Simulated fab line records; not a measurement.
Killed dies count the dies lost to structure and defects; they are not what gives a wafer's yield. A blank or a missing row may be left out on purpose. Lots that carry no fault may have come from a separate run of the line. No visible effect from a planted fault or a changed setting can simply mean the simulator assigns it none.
Comparing a struck lot with a sound one	flow gf180mcu	14 out of 602 route steps
Sound: wafers L965.2, L965.4, L965.5. Wafers struck: L975.4, L975.5, L975.6. Last of all comes the cause.
For every step that has rows: the tool of each side, followed by ch and its chambers, followed by its first start. Under that, the readings that differ: sound wafers	struck wafers	difference of the means	sigmas: that difference in standard deviations of wafers without a fault.
alike: words and numbers the same on both sides, and readings whose means are apart by under 2 such deviations; not compared: readings that were withheld, readings missing a value for some wafer, numbers with overlapping values and no deviation given by the record, and bounds like >300 which may hide the same value.
The two part at a step that has a row with sigmas, a row that says differs or no value, or rows on one side only. Numbers that don't overlap but have no deviation are shown without sigmas and don't part them. Lack of a reading on every wafer of one side parts them only where that side has two or more wafers.

GF_V2_OVL_MEAS_15:
  sound: overlay-02 at day 21 20:49; struck: overlay-02 at day 25 05:28
  alike: V2_OVL
then, 2 steps without rows for these wafers: GF_V2_ETCH_16 (etches BARC in N2/H2); GF_V2_ETCH_17 (etches SiO2 in C4F8/O2/Ar, stops on TiN, target depth 630 nm).
GF_V2_STRIP_18: strips in O2/N2.
  sound on plasma asher-01 ch 0,1, day 21 20:58; struck on plasma asher-03 ch 0,1, day 25 05:38
  alike: drypump motor current A, heater power w, n2 flow sccm, oes product au
  not compared: rf hours counter h
then, 2 steps without rows for these wafers: GF_V2_STRIP_19 (strips in post etch residue remover, time 1200 s); GF_V2_CLEAN_20 (cleans in DIW).
GF_V2_SPUTTER_21: material Ti, target thk 15 nm, time 80.02 s.
  sound: pvd sputter-04 at day 21 21:32; struck: pvd sputter-01 at day 25 06:08
  alike: cathode dc power W, throttle valve pct
GF_V2_SPUTTER_22: material TiN, target thk 10 nm, time 40 s.
  sound: pvd sputter-04 at day 21 21:36; struck: pvd sputter-01 at day 25 06:12
  alike: cathode dc power W, throttle valve pct
then, 1 step without rows for these wafers: GF_V2_CVD_23 (deposits W, target thk 350 nm, time 104.94 s).
GF_V2_RS_MEAS_24: measurement is done with a four-point probe.
  sound: film metro-03 at day 21 21:53; struck: film metro-01 at day 25 06:25
  alike: V2_W_RS
GF_V2_THK_MEAS_25: measures by xrf.
  sound: film metro-03 at day 21 21:59; struck: film metro-01 at day 25 06:30
  alike: V2_W_THK
GF_V2_CMP_26: polishes, stops on SiO2, t overpolish 15 s, target thk 0 nm.
  sound on cmp-01 ch 0,1,3, day 21 22:08; struck on cmp-02 ch 0,1,2, day 25 06:41
  alike: head pressure psi, motor current A, overpolish run s, retaining ring pressure frac, time to endpoint s
GF_M3_SPUTTER_00: material Ti, target thk 37.5 nm, time 150 s.
  sound: pvd sputter-03 at day 21 22:20; struck: pvd sputter-03 at day 25 06:50
reading	sound	struck	difference	sigmas
cathode dc power W (W)	4000.3 4000.1 4001.3	3096.6 3096.9 3097.2	-903.7	-99 or more
model.Ti_of_M3_SPUTTER_00.thk nm (nm)	38.51 37.98 38.46	29.7 29.95 29.77	-8.5	
  alike: throttle valve pct
GF_M3_SPUTTER_01: material TiN, target thk 30 nm, time 25 s.
  sound: pvd sputter-03 at day 21 22:26; struck: pvd sputter-03 at day 25 06:56
  alike: cathode dc power W, throttle valve pct

== WHERE THEY PART ==
At GF_M3_SPUTTER_00 and nowhere else, as far as this record goes. Later steps at which nothing parts them and some readings are alike: GF_M3_SPUTTER_01.

WHY: what had been put in by the simulator
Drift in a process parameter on pvd sputter-03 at GF_M3_SPUTTER_00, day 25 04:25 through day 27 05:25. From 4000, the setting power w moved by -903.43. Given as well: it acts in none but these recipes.
